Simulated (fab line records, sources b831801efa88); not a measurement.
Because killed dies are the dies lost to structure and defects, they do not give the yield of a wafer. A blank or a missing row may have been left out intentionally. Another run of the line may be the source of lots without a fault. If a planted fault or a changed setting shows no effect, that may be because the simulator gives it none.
A struck lot beside a sound one -- flow sky130 -- 15 steps out of a route of 708
Sound: wafers L658.2, L658.3, L658.6. Struck: wafers L651.1, L651.4, L651.6. Last of all comes the cause.
At each step with rows: each side's tool, then ch and its chambers, then its first start. Under that, the readings that differ: sound wafers -- struck wafers -- difference of the means -- sigmas: that difference in standard deviations of wafers without a fault.
alike: words and numbers the same on both sides, and readings whose means are apart by under 2 such deviations; not compared: readings that were withheld, readings missing a value for some wafer, numbers with overlapping values and no deviation given by the record, and bounds like >300 which may hide the same value.
The two part at a step that has a row with sigmas, a row that says differs or no value, or rows on one side only. Non-overlapping numbers with no deviation appear without sigmas and do not part them. A reading that every wafer of one side lacks parts them only if that side has two wafers or more.

first, 3 steps without rows for these wafers: SKY_GATE_OXIDE_CLEAN_15 (cleans in SC1/SC2, time 150 s); SKY_GATE_OXIDE_OXIDATION_16 (stabilise 600 s, purge 300 s, target thk 3.57 nm); SKY_POLY_GATE_CVD_00 (deposits poly-Si, target thk 180 nm, time 720 s).
SKY_POLY_GATE_THK_MEAS_01:
  sound: film_metro-02 at day 21 03:43; struck: film_metro-02 at day 18 10:34
  alike: POLY_GATE_CVD_00_THK
then, 8 steps without rows for these wafers: SKY_RES_PROTECT_DEHYDRATE_00 (time 60 s); SKY_RES_PROTECT_HMDS_01 (prime time 60 s); SKY_RES_PROTECT_COAT_02 (resist thk 1140 nm); SKY_RES_PROTECT_SOFTBAKE_03 (time 60 s); SKY_RES_PROTECT_EXPOSE_04 (exposes mask RPM, target cd 1270 nm); SKY_RES_PROTECT_PEB_05; SKY_RES_PROTECT_DEVELOP_06 (develop time 60 s); SKY_POLY_GATE_IMPLANT_02.
SKY_RES_PROTECT_STRIP_07: strips in O2/N2.
  sound on plasma_asher-04 ch 0,1, day 22 10:22; struck on plasma_asher-04 ch 0,1, day 19 16:47
  no value came back on the struck wafers for chamber_pressure_mTorr (mTorr), drypump_motor_current_A (A), oes_product_au (a.u.), strip_time_to_endpoint_s (s); on the sound wafers chamber_pressure_mTorr (mTorr) reads 1497.8 1500.6 1500.0
reading,sound,struck,difference,sigmas
model.NOVOLAK_of_RES_PROTECT_COAT_02.thk_nm (nm),0 0 0,1135 1136 1136,+1136,
  not compared: rf_hours_counter_h
SKY_RES_PROTECT_TW_MEAS_08:
  sound: film_metro-02 at day 22 10:29; struck: film_metro-04 at day 19 16:53
reading,sound,struck,difference,sigmas
POLY_GATE_TW,3964 3953 3961,4114 4087 4081,+135,+2
-- a jump in the record: the struck wafers' starts before and after are 29 days apart (it breaks off in module RES_PROTECT and resumes in module PAD_OPEN, where the first step shown is number 708 of the route) --
SKY_PAD_OPEN_PROBE_99:
  sound: prober-01 at day 50 09:21; struck: prober-02 at day 48 22:53
reading,sound,struck,difference,sigmas
hold,- - -,await_dispo/4.0h/scrap await_dispo/4.0h/scrap await_dispo/4.0h/scrap,no value on the sound wafers,
killed_at_front_end,14 17 15,411 419 426,+403,+98
killed_dies,76 61 95,492 492 492,+415,+44
killed_on_rim,12 6 16,96 96 96,+85,+21
  alike: killed_at_M0_to_M3, killed_at_M4_up, killed_at_contacts, killed_at_other, killed_open, killed_short

WHERE THEY PART
Last at SKY_PAD_OPEN_PROBE_99 as far as this record goes, first at SKY_RES_PROTECT_STRIP_07.

WHY: the cause the simulator had injected
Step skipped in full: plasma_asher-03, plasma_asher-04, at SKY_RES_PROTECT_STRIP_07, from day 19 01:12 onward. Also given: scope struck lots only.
